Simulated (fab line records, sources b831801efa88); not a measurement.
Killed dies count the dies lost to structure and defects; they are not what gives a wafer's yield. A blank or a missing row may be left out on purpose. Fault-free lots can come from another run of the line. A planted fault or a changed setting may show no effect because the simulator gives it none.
The tool behind it: which one? + flow sky130 + 14 lots, 42 wafers sampled, at 2 steps of a route of 708

WHAT THE GAUGES READ, wafer by wafer
SKY_VIA1_RS_MEAS_22: measurement is done with a four-point probe. Usual: VIA1_W_RS 0.424 ohm/sq, standard deviation 0.0058.
| lot  | measured     | on            | VIA1_W_RS (ohm/sq) | flag |
|------|--------------|---------------|--------------------|------|
| L163 | day 33 19:28 | film metro-03 | 0.422 0.413 0.411  |      |
| L164 | day 34 00:28 | film metro-01 | 0.426 0.426 0.426  |      |
| L165 | day 34 02:38 | film metro-01 | 0.425 0.428 0.429  |      |
| L166 | day 34 10:04 | film metro-01 | 0.430 0.419 0.422  |      |
| L170 | day 35 18:01 | film metro-01 | 0.422 0.425 0.425  |      |
| L169 | day 35 22:23 | film metro-01 | 0.429 0.428 0.432  |      |
| L171 | day 36 08:29 | film metro-04 | 0.428 0.425 0.423  |      |
| L174 | day 37 16:32 | film metro-03 | 0.420 0.427 0.420  |      |
| L179 | day 39 12:02 | film metro-01 | 0.416 0.422 0.417  |      |
| L182 | day 40 06:52 | film metro-03 | 0.428 0.425 0.427  |      |
| L183 | day 40 11:45 | film metro-01 | 0.421 0.426 0.420  |      |
| L184 | day 40 12:53 | film metro-03 | 0.428 0.435 0.430  |      |
| L185 | day 40 23:30 | film metro-03 | 0.434 0.431 0.428  |      |
| L186 | day 41 04:11 | film metro-03 | 0.422 0.414 0.431  |      |

EACH LOT AND THE TOOL THAT RAN IT (in order: tool; ch and the chambers of the sampled wafers; start)
| lot  | SKY_VIA1_SPUTTER_20          |
|------|------------------------------|
| L163 | pvd sputter-03, day 33 19:19 |
| L164 | pvd sputter-03, day 34 00:17 |
| L165 | pvd sputter-04, day 34 02:25 |
| L166 | pvd sputter-02, day 34 09:44 |
| L170 | pvd sputter-03, day 35 17:52 |
| L169 | pvd sputter-03, day 35 22:14 |
| L171 | pvd sputter-03, day 36 08:20 |
| L174 | pvd sputter-03, day 37 16:22 |
| L179 | pvd sputter-04, day 39 11:53 |
| L182 | pvd sputter-04, day 40 06:43 |
| L183 | pvd sputter-04, day 40 11:35 |
| L184 | pvd sputter-03, day 40 12:44 |
| L185 | pvd sputter-04, day 40 23:21 |
| L186 | pvd sputter-03, day 41 03:58 |
- SKY_VIA1_SPUTTER_20: material TiN, target thk 20 nm, time 80 s.

WHAT THE TOOLS THEMSELVES READ (means of the sampled wafers that have a number; where no wafer has one, the mark that the record gives instead)
SKY_VIA1_SPUTTER_20. Usual: 29.7 % for throttle valve pct, sd 0.84.
| lot  | tool           | throttle valve pct (%) | flag |
|------|----------------|------------------------|------|
| L163 | pvd sputter-03 | 28.8                   |      |
| L164 | pvd sputter-03 | 30.1                   |      |
| L165 | pvd sputter-04 | 29.7                   |      |
| L166 | pvd sputter-02 | 29.5                   |      |
| L170 | pvd sputter-03 | 28.8                   |      |
| L169 | pvd sputter-03 | 29.4                   |      |
| L171 | pvd sputter-03 | 29.3                   |      |
| L174 | pvd sputter-03 | 29.3                   |      |
| L179 | pvd sputter-04 | 30.4                   |      |
| L182 | pvd sputter-04 | 29.5                   |      |
| L183 | pvd sputter-04 | 29.9                   |      |
| L184 | pvd sputter-03 | 29.2                   |      |
| L185 | pvd sputter-04 | 29.2                   |      |
| L186 | pvd sputter-03 | 28.8                   |      |

THE ANSWER, worked out from the rows above alone
Rule: take the mean of a lot's wafers that have a number; if it is more than 3 standard deviations from the usual mean, the lot is off. A lot without any number at a reading at which 4 lots or more have one is off too. The other lots that the step has rows for count as sound. Order of review: gauges by route order, followed by the tools' own readings, for which a lot's mean as printed above is used. At the first step where some lot is off, the reading lying furthest off is the one used; lots without a number count as furthest.
Nothing can be told from this: no lot is off at any reading shown.

WHAT HAD BEEN PUT IN BY THE SIMULATOR
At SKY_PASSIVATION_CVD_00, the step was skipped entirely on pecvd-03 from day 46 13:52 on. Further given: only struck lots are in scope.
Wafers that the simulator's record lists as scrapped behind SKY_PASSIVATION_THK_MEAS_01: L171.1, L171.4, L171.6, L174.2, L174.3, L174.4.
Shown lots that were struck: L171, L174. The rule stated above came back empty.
